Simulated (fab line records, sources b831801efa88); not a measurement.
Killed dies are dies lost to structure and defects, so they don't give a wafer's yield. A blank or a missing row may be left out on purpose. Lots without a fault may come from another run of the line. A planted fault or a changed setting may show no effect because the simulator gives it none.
Which tool did it? | flow gf180mcu | 7 lots, 21 wafers sampled, at 2 steps of a route of 602

WHAT THE GAUGES READ, wafer by wafer
GF_VT_IMPLANT_RS_MEAS_48: measures by four-point-probe.
lot  | measured     | on            | LVPWELL_RS (ohm/sq)
L954 | day 8 04:59  | film_metro-02 | 1196.9 1196.4 1198.1
L956 | day 8 20:19  | film_metro-01 | 1198.0 1198.6 1195.7
L958 | day 9 05:19  | film_metro-02 | 1196.1 1192.0 1191.9
L961 | day 10 01:28 | film_metro-02 | 1196.9 1200.6 1200.1
L963 | day 10 19:56 | film_metro-02 | 1198.2 1195.9 1198.1
L966 | day 11 11:22 | film_metro-01 | 1195.8 1198.2 1192.1
L974 | day 13 16:53 | film_metro-03 | 1211.1 1207.6 1209.0

WHICH TOOL RAN EACH LOT (tool, then ch and the chambers of the sampled wafers, then the start)
lot  | GF_LVPWELL_IMPLANT_08
L954 | implanter-03 ch 0, day 4 08:35
L956 | implanter-02 ch 0, day 4 22:51
L958 | implanter-02 ch 0, day 5 06:17
L961 | implanter-02 ch 0, day 5 21:41
L963 | implanter-02 ch 0, day 6 13:42
L966 | implanter-01 ch 0, day 7 03:23
L974 | implanter-03 ch 0, day 8 23:25
- GF_LVPWELL_IMPLANT_08

THE ANSWER, worked out from the rows above alone
Rule: what is usual is taken from the lots themselves. Put in order of their means at a reading, lots are off if they are a third of the lots or fewer, leave a main group of 4 or more, and stand apart from it by a gap of 3 or more times the standard deviation of the main group's means; of several such gaps the widest counts. A main group whose means are all the same, to the digits that the tables above print for the reading, isn't used. A lot without any number at a reading at which 4 lots or more have one is off too. The other lots that the step has rows for count as sound.
Off: L974, at GF_VT_IMPLANT_RS_MEAS_48 (LVPWELL_RS). The main group: mean 1196.6 ohm/sq, standard deviation 1.9.
A tool fits if, at a process step before that reading, it ran every lot that is off, and no sound lot after the first of them. The gauges at GF_VT_IMPLANT_RS_MEAS_48 are tried like those tools. Can't be told from this: 2 tools fit, implanter-03 at GF_LVPWELL_IMPLANT_08, film_metro-03 at GF_VT_IMPLANT_RS_MEAS_48.

WHAT THE SIMULATOR HAD PUT IN
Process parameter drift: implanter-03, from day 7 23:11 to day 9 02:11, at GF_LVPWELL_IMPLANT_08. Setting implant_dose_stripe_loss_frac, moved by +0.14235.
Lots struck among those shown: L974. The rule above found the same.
